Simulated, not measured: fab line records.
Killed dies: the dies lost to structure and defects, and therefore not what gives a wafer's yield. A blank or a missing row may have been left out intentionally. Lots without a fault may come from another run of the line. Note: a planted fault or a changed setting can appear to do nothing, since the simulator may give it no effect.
Matching of chambers | flow gf180mcu | 3 sister chambers for GF_V2_CVD_00 on hdpcvd-02
The step deposits SiO2, target thk 600 nm, time 100 s. 3 wafers are shown with their chamber, then 7 later ones without.

== WAFERS PAIRED WITH THEIR CHAMBERS ==
wafer  | chamber | sih4-flow-sccm (sccm)
L947.4 | 2       | 59.99
L947.6 | 0       | 60.32
L953.4 | 1       | 59.86

== WAFERS MISSING THEIR CHAMBER ==
wafer  | sih4-flow-sccm (sccm)
L953.5 | 60.14
L954.2 | 60.14
L954.3 | 60.29
L954.6 | 59.80
L955.2 | 59.78
L958.2 | 59.81
L958.4 | 59.76

== CHAMBER TAKEN BY EACH ==
wafer  | from the rows above          | in truth
L953.5 | can't be placed: 2 or 0 or 1 | 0
L954.2 | can't be placed: 2 or 0 or 1 | 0
L954.3 | 0                            | 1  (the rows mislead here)
L954.6 | can't be placed: 1 or 2      | 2
L955.2 | can't be placed: 1 or 2      | 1
L958.2 | can't be placed: 1 or 2      | 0
L958.4 | can't be placed: 1 or 2      | 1
0 of 7 placed correctly. These rows do not allow placing 6 (true chamber among the candidates in 5). Number placed wrongly: 1.
How it was worked out, from the rows above alone: a wafer's distance from a chamber is the root of the sum, over the readings, of the square of ((its reading less the chamber's mean) divided by the reading's scatter). If the next closest chamber is less than 2 further off than the closest, the wafer can't be placed; otherwise it belongs to the closest. Each chamber's mean is taken over the wafers shown for it. The scatter: with one shown wafer a chamber, the root of the mean of the squares of how far each hidden wafer lies from its nearest shown one.
